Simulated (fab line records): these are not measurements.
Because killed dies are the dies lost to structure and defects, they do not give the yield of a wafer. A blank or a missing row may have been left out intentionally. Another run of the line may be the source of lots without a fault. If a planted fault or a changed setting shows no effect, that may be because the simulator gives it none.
Struck lot and sound lot, side by side / flow sky130 / 19 out of 708 route steps
Sound: wafers L848.2, L848.4, L848.6. Struck: wafer L856.2. (L856.3, L856.5 of the same lot were not struck and are left out.) The cause comes at the end.
Per side, at each step with rows, come the tool, then ch with its chambers, and then its first start. Under that, the readings that differ: sound wafers / struck wafers / difference of the means / sigmas: that difference in standard deviations of wafers without a fault.
alike: same words and numbers on both sides, and readings whose means sit less than 2 such deviations apart. not compared: any withheld reading, any reading some wafer has no value for, any bound like >300 that may hide the same value, and any number with overlapping values for which the record gives no deviation.
Wherever a step has rows on one side only, a row that says differs or no value, or a row with sigmas, the two part there. When numbers do not overlap yet have no deviation, they are printed without sigmas and do not part them. Lack of a reading on every wafer of one side parts them only where that side has two or more wafers.

SKY_SONOS_TUNNEL_TW_MEAS_12:
  sound: filmMetro-03 at day 12 00:56; struck: filmMetro-03 at day 14 04:52
  alike: SONOS_TUNNEL_TW
then, 2 steps without rows for these wafers: SKY_SONOS_TUNNEL_CLEAN_13 (cleans in dHF, time 20 s); SKY_SONOS_ONO_OXIDATION_00 (stabilise 600 s, purge 300 s, target thk 2.6 nm).
SKY_SONOS_ONO_THK_MEAS_01:
  sound: filmMetro-04 at day 12 03:23; struck: filmMetro-04 at day 14 07:50
  alike: SONOS_ONO_OXIDATION_THK
then, 1 step without rows for these wafers: SKY_SONOS_ONO_CVD_02 (deposits Si3N4 from DCS/NH3, target thk 10.5 nm, time 180 s).
SKY_SONOS_ONO_THK_MEAS_03:
  sound: filmMetro-04 at day 12 04:45; struck: filmMetro-01 at day 14 09:50
  alike: SONOS_ONO_CVD_02_THK
then, 1 step without rows for these wafers: SKY_SONOS_ONO_CVD_04 (deposits SiO2 from SiH4/N2O, target thk 5.7199 nm).
SKY_SONOS_ONO_THK_MEAS_05:
  sound: filmMetro-02 at day 12 06:04; struck: filmMetro-01 at day 14 11:08
  alike: SONOS_ONO_CVD_04_THK
then, 4 steps without rows for these wafers: SKY_SONOS_ONO_DEHYDRATE_06 (time 60 s); SKY_SONOS_ONO_HMDS_07 (prime time 60 s); SKY_SONOS_ONO_COAT_08 (resist thk 1140 nm); SKY_SONOS_ONO_SOFTBAKE_09 (time 60 s).
SKY_SONOS_ONO_EXPOSE_10: exposes mask ONOM, target cd 410 nm.
  sound on ilineStepper-02 ch 0, day 12 17:59; struck on ilineStepper-02 ch 0, day 15 00:11
  alike: mask
then, 2 steps without rows for these wafers: SKY_SONOS_ONO_PEB_11; SKY_SONOS_ONO_DEVELOP_12 (develop time 60 s).
SKY_SONOS_ONO_CD_MEAS_13: target cd 410 nm.
  sound: cdSem-01 at day 13 06:17; struck: cdSem-01 at day 15 12:47
reading=cdNm (nm); sound=412.9 414.1 411.0; struck=355.7; difference=-57.0; sigmas=-25
SKY_SONOS_ONO_OVL_MEAS_14:
  sound: overlay-01 at day 13 06:24; struck: overlay-01 at day 15 12:54
  alike: SONOS_ONO_OVL
SKY_SONOS_ONO_ETCH_15: etches the open film in CHF3/O2, target depth 19.52 nm, time 7.8 s.
  sound on rieDiel-03 ch 0,2, day 13 06:26; struck on rieDiel-01 ch 0, day 15 12:56
reading=drypumpMotorCurrentA (A); sound=6.0 6.2 6.2; struck=4.9; difference=-1.2; sigmas=-3
reading=model.SONOS_ONO.cdNm (nm); sound=413.3 413.8 411; struck=355.9; difference=-56.8; sigmas=
  alike: oesProductAu, throttleValvePct
  not compared: rfHoursCounterH
then, 1 step without rows for these wafers: SKY_SONOS_ONO_WET_ETCH_16 (etches SiO2 in dHF, target depth 14 nm, time 280 s).

## WHERE THEY PART
At SKY_SONOS_ONO_CD_MEAS_13 first; at SKY_SONOS_ONO_ETCH_15 last (within this record only).

WHY: what the simulator had put in
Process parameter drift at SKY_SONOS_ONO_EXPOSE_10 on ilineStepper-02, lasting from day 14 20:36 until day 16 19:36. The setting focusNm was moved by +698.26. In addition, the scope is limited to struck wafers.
